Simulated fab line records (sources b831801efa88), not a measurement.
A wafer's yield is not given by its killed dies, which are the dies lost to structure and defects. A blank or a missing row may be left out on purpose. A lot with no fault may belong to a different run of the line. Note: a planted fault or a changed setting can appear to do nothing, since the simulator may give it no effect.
Comparing a struck lot with a sound one -- flow sky130 -- 14 out of 708 route steps
Sound: these wafers, L357.2, L357.3, L357.5. The struck wafers were L359.1, L359.5, L359.6. The cause comes at the end.
At each step with rows: each side's tool, then ch and its chambers, then its first start. Under that, the readings that differ: sound wafers -- struck wafers -- difference of the means -- sigmas: that difference in standard deviations of wafers without a fault.
alike: readings with means less than 2 such deviations apart, plus words and numbers identical on both sides. not compared: withheld readings, readings lacking a value on some wafer, bounds such as >300 that could conceal the same value, and numbers that have no deviation in the record and whose values overlap.
A row with sigmas, a row that says differs or no value, or rows on one side alone: a step with any of these is where the two part. Numbers that have no deviation but don't overlap get no sigmas and don't part them. A reading that every wafer of one side lacks parts them only if that side has two wafers or more.

first, 6 steps without rows for these wafers: SKY_LDD_N_HMDS_01 (prime time 60 s); SKY_LDD_N_COAT_02 (resist thk 300 nm); SKY_LDD_N_SOFTBAKE_03 (time 60 s); SKY_LDD_N_EXPOSE_04 (exposes mask NTM, target cd 840 nm); SKY_LDD_N_PEB_05; SKY_LDD_N_DEVELOP_06 (develop time 60 s).
SKY_LDD_N_OVL_MEAS_07:
  struck on overlay-01, day 22 20:51; sound on overlay-02, day 22 09:58
  alike: LDD_N_OVL
then, 5 steps without rows for these wafers: SKY_LDD_N_IMPLANT_08; SKY_LDD_N_IMPLANT_09; SKY_LDD_N_IMPLANT_10; SKY_LDD_N_IMPLANT_11; SKY_LDD_N_IMPLANT_12.
SKY_LDD_N_IMPLANT_13:
  sound on implanter-04 ch 0, day 22 10:46; struck on implanter-01, day 22 21:38
  no value came back on the struck wafers for beamEnergyKeV, beamOnS (s), implantIonAmu; on the sound wafers beamEnergyKeV reads 50.008 49.986 50.000
following that, these wafers have no rows for 1 step: SKY_LDD_N_IMPLANT_14.

## WHERE THEY PART
Within this record, at SKY_LDD_N_IMPLANT_13 only.

WHY: what the simulator had put in
At SKY_LDD_N_IMPLANT_13, the step was skipped entirely on implanter-01 from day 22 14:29 on. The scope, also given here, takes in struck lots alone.
